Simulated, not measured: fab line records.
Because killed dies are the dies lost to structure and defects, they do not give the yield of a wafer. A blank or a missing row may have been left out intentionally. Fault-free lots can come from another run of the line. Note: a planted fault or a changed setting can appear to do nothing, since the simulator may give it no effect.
A struck lot beside a sound one + flow gf180mcu + 29 out of 602 route steps
Sound: these wafers, L269.1, L269.2, L269.6. Struck: wafer L275.3. (L275.1, L275.5 of the same lot were not struck and are left out.) The cause comes at the end.
Per side, at each step with rows, come the tool, then ch with its chambers, and then its first start. Under that, the readings that differ: sound wafers + struck wafers + difference of the means + sigmas: that difference in standard deviations of wafers without a fault.
alike: words and numbers the same on both sides, and readings whose means are apart by under 2 such deviations; not compared: readings that were withheld, readings missing a value for some wafer, numbers with overlapping values and no deviation given by the record, and bounds like >300 which may hide the same value.
A row with sigmas, a row that says differs or no value, or rows on one side alone: a step with any of these is where the two part. Numbers that don't overlap but have no deviation are shown without sigmas and don't part them. A reading that every wafer of one side lacks parts them only if that side has two wafers or more.

first, 2 steps without rows for these wafers: GF_V5_STRIP_19 (strips in post etch residue remover, time 1200 s); GF_V5_CLEAN_20 (cleans in DIW).
GF_V5_SPUTTER_21: material Ti, target thk 15 nm, time 80.02 s.
  sound: pvd sputter-03 at day 29 20:37; struck: pvd sputter-03 at day 31 10:08
  alike: throttle valve pct
GF_V5_SPUTTER_22: material TiN, target thk 10 nm, time 40 s.
  sound: pvd sputter-03 at day 29 20:41; struck: pvd sputter-03 at day 31 10:12
  alike: throttle valve pct
then, 1 step without rows for these wafers: GF_V5_CVD_23 (deposits W, target thk 350 nm, time 104.9 s).
GF_V5_RS_MEAS_24: the measuring method here is four-point-probe.
  sound: film metro-03 at day 29 20:50; struck: film metro-02 at day 31 10:21
  alike: V5_W_RS
GF_V5_THK_MEAS_25: measures by xrf.
  sound: film metro-03 at day 29 20:57; struck: film metro-02 at day 31 10:28
  alike: V5_W_THK
then, 2 steps without rows for these wafers: GF_V5_CMP_26 (polishes, stops on SiO2, t overpolish 15 s, target thk 0 nm); GF_TOP_METAL_SPUTTER_00 (material Ti, target thk 37.5 nm, time 150 s).
GF_TOP_METAL_SPUTTER_01: material TiN, target thk 30 nm, time 25 s.
  sound: pvd sputter-03 at day 29 22:50; struck: pvd sputter-02 at day 31 10:57
  alike: throttle valve pct
then, 1 step without rows for these wafers: GF_TOP_METAL_SPUTTER_02 (material AlCu, target thk 900 nm, time 47.82 s).
GF_TOP_METAL_SPUTTER_03: material Ti, target thk 5 nm, time 3.3 s.
  sound: pvd sputter-03 at day 29 22:54; struck: pvd sputter-02 at day 31 11:01
  alike: throttle valve pct
GF_TOP_METAL_SPUTTER_04: material TiN, target thk 25 nm, time 20.8 s.
  sound: pvd sputter-03 at day 29 22:55; struck: pvd sputter-02 at day 31 11:02
| reading                                       | sound            | struck | difference | sigmas |
|-----------------------------------------------|------------------|--------|------------|--------|
| model.TiN_of_TOP_METAL_SPUTTER_04.thk nm (nm) | 24.64 24.2 24.06 | 23.65  | -0.65      |        |
  alike: throttle valve pct
GF_TOP_METAL_RS_MEAS_05: the measuring method here is four-point-probe.
  sound: film metro-04 at day 29 22:57; struck: film metro-02 at day 31 11:04
  alike: TOP_METAL_ALCU_RS
GF_TOP_METAL_THK_MEAS_06: measures by xrf.
  sound: film metro-04 at day 29 23:04; struck: film metro-02 at day 31 11:11
  alike: TOP_METAL_ALCU_THK
then, 7 steps without rows for these wafers: GF_TOP_METAL_DEHYDRATE_07 (time 60 s); GF_TOP_METAL_HMDS_08 (prime time 60 s); GF_TOP_METAL_COAT_09 (resist thk 1500 nm); GF_TOP_METAL_SOFTBAKE_10 (time 60 s); GF_TOP_METAL_EXPOSE_11 (exposes mask MetalTop, target cd 440 nm); GF_TOP_METAL_PEB_12; GF_TOP_METAL_DEVELOP_13 (develop time 60 s).
GF_TOP_METAL_CD_MEAS_14 targets a cd of 440 nm.
  sound: cd sem-02 at day 30 15:35; struck: cd sem-01 at day 32 03:18
| reading    | sound             | struck | difference | sigmas |
|------------|-------------------|--------|------------|--------|
| cd nm (nm) | 444.1 442.7 444.6 | 439.0  | -4.8       | -2     |
GF_TOP_METAL_OVL_MEAS_15:
  sound: overlay-01 at day 30 15:42; struck: overlay-01 at day 32 03:25
  alike: TOP_METAL_OVL
then, 1 step without rows for these wafers: GF_TOP_METAL_METAL_ETCH_16 (etches the open film in Cl2/BCl3, stops on SiO2, target depth 1077.5 nm, time 179.6 s).
GF_TOP_METAL_STRIP_17: strips in O2/N2.
  sound on plasma asher-01 ch 0,1, day 30 16:05; struck on plasma asher-01 ch 1, day 32 03:38
  alike: drypump motor current A, heater power w, oes product au, strip time to endpoint s
  not compared: rf hours counter h
GF_TOP_METAL_STRIP_18: strips in post etch residue remover, time 1200 s.
  sound on wet bench-02 ch 2, day 30 16:11; struck on wet bench-04 ch 0, day 32 03:44
| reading                                       | sound             | struck | difference | sigmas |
|-----------------------------------------------|-------------------|--------|------------|--------|
| model.TiN_of_TOP_METAL_SPUTTER_04.thk nm (nm) | 24.22 23.78 23.64 | 23.23  | -0.65      |        |
  alike: bath guard temp C
then, 1 step without rows for these wafers: GF_TOP_METAL_CLEAN_19 (cleans in DIW).
GF_PASSIVATION_PROBE_99:
  rows exist in the record for the struck wafers here (prober-02, day 32 22:26), but not for the sound ones

WHERE THEY PART
Last at GF_PASSIVATION_PROBE_99 as far as this record goes, first at GF_TOP_METAL_CD_MEAS_14.

WHY: what had been put in by the simulator
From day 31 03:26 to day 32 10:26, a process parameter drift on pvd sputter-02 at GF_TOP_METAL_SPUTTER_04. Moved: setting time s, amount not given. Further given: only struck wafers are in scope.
